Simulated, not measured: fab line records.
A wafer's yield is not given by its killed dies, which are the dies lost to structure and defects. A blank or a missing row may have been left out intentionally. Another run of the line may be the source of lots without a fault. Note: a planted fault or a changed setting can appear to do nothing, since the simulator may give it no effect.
The tool behind it: which one? / flow gf180mcu / 7 lots with 21 wafers sampled at 2 steps, on a route of 602 steps

## WHAT THE GAUGES SHOWED, per wafer
GF_SAB_OVL_MEAS_10.
lot=L927; measured=day 16 02:49; on=overlay-01; SAB_OVL (nm)=-1.1 0.5 -1.4
lot=L930; measured=day 16 21:11; on=overlay-02; SAB_OVL (nm)=-1.1 -1.1 -0.7
lot=L932; measured=day 17 08:31; on=overlay-02; SAB_OVL (nm)=-0.3 -0.8 -0.7
lot=L935; measured=day 18 19:35; on=overlay-01; SAB_OVL (nm)=-0.4 1.7 -0.7
lot=L939; measured=day 19 18:44; on=overlay-02; SAB_OVL (nm)=-0.3 1.3 0.9
lot=L943; measured=day 21 02:34; on=overlay-02; SAB_OVL (nm)=0.5 -0.9 0.4
lot=L949; measured=day 23 03:01; on=overlay-01; SAB_OVL (nm)=-1.8 0.0 -2.3

## TOOL THAT RAN EACH LOT (tool first, then ch and the chambers of the sampled wafers, then the start)
lot=L927; GF_POLY_GATE_ETCH_12=rie diel-03 ch 1,3, day 10 01:21
lot=L930; GF_POLY_GATE_ETCH_12=rie diel-01 ch 0,1,2, day 10 12:31
lot=L932; GF_POLY_GATE_ETCH_12=rie diel-02 ch 1,3, day 11 02:49
lot=L935; GF_POLY_GATE_ETCH_12=rie diel-01 ch 1,2,3, day 12 06:13
lot=L939; GF_POLY_GATE_ETCH_12=rie diel-02 ch 0,2,3, day 12 23:58
lot=L943; GF_POLY_GATE_ETCH_12=rie diel-01 ch 0,1,2, day 14 03:12
lot=L949; GF_POLY_GATE_ETCH_12=rie diel-03 ch 0,1,2, day 15 23:07
- GF_POLY_GATE_ETCH_12: etches BARC in N2/H2.

## THE ANSWER, worked out from the rows above alone
Rule: what is usual is taken from the lots themselves. The widest of any qualifying gaps counts: lots, ordered by their means at a reading, are off when they make up no more than a third of the lots, leave a main group of 4 or more, and stand apart from it by 3 or more times the standard deviation of that group's means. Not used: any main group whose means are identical at the precision the tables above print for the reading. Also off: a lot with no number at a reading for which 4 or more lots have one. Any other lot the step has rows for is counted as sound.
No lot is off on any of the readings shown, so nothing can be concluded from this.

## WHAT THE SIMULATOR HAD INSERTED
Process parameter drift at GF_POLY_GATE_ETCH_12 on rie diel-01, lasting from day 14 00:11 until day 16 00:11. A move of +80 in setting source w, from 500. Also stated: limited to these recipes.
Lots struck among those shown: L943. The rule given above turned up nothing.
